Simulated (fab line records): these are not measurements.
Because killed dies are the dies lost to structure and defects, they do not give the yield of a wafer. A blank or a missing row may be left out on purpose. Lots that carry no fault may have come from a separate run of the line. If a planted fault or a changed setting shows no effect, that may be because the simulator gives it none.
Chamber matching	flow sky130	SKY_VIA2_ETCH_14 on rie diel-01 has 4 sister chambers
The step etches BARC in N2/H2, stops on SiO2, time 45.9 s, target depth 60 nm. 16 wafers are shown with their chamber, then 8 later ones without.

EACH WAFER AND ITS CHAMBER
wafer	chamber	drypump motor current A (A)	oes product au (a.u.)	throttle valve pct (%)
L074.2	3	6.0	0.857	13.220
L074.3	1	5.6	0.851	13.213
L074.4	0	6.1	0.862	13.224
L080.3	3	5.9	0.858	13.227
L080.5	3	5.9	0.853	13.227
L080.6	2	6.0	0.853	13.223
L085.3	2	6.0	0.852	13.224
L085.5	2	6.0	0.850	13.220
L085.6	1	5.6	0.855	13.237
L089.4	1	5.6	0.861	13.233
L089.5	0	6.2	0.858	13.219
L089.6	1	5.6	0.854	13.231
L092.2	0	6.2	0.857	13.235
L092.3	2	5.9	0.853	13.219
L092.4	2	5.9	0.849	13.216
L095.2	1	5.6	0.857	13.215

SIGNATURES (averages over the wafers above)
reading	chamber 0	chamber 1	chamber 2	chamber 3	scatter within a chamber
drypump motor current A	6.167	5.600	5.960	5.933	0.0459
oes product au	0.85900	0.85560	0.85140	0.85600	0.00283
throttle valve pct	13.22600	13.22580	13.22040	13.22467	0.0076
Rule: distance of a wafer from a chamber = root of the sum over the readings of ((wafer's reading minus chamber's mean) / reading's scatter) squared. If the next closest chamber is less than 2 further off than the closest, the wafer can't be placed; otherwise it belongs to the closest. The scatter is the square root of a quotient: the sum, over the shown wafers, of each reading's squared deviation from its chamber's mean, divided by wafers minus chambers.

WAFERS WITHOUT THEIR CHAMBER
wafer	drypump motor current A (A)	oes product au (a.u.)	throttle valve pct (%)
L095.4	5.9	0.849	13.215
L095.5	6.2	0.853	13.220
L096.3	6.1	0.853	13.220
L096.4	6.0	0.854	13.230
L096.6	6.1	0.860	13.229
L097.2	6.0	0.856	13.224
L097.4	6.0	0.852	13.220
L097.5	6.1	0.855	13.219

WHICH CHAMBER EACH ONE RAN IN
wafer	from the rows above	in truth
L095.4	can't be placed: 2 or 3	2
L095.5	0	0
L096.3	can't be placed: 0 or 2 or 3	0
L096.4	can't be placed: 3 or 2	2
L096.6	0	0
L097.2	can't be placed: 3 or 2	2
L097.4	can't be placed: 2 or 3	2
L097.5	can't be placed: 0 or 2 or 3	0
Placed correctly: 2 of 8. Cannot be placed on the basis of these rows: 6; the candidates contain the true chamber in 6. Number placed wrongly: 0.
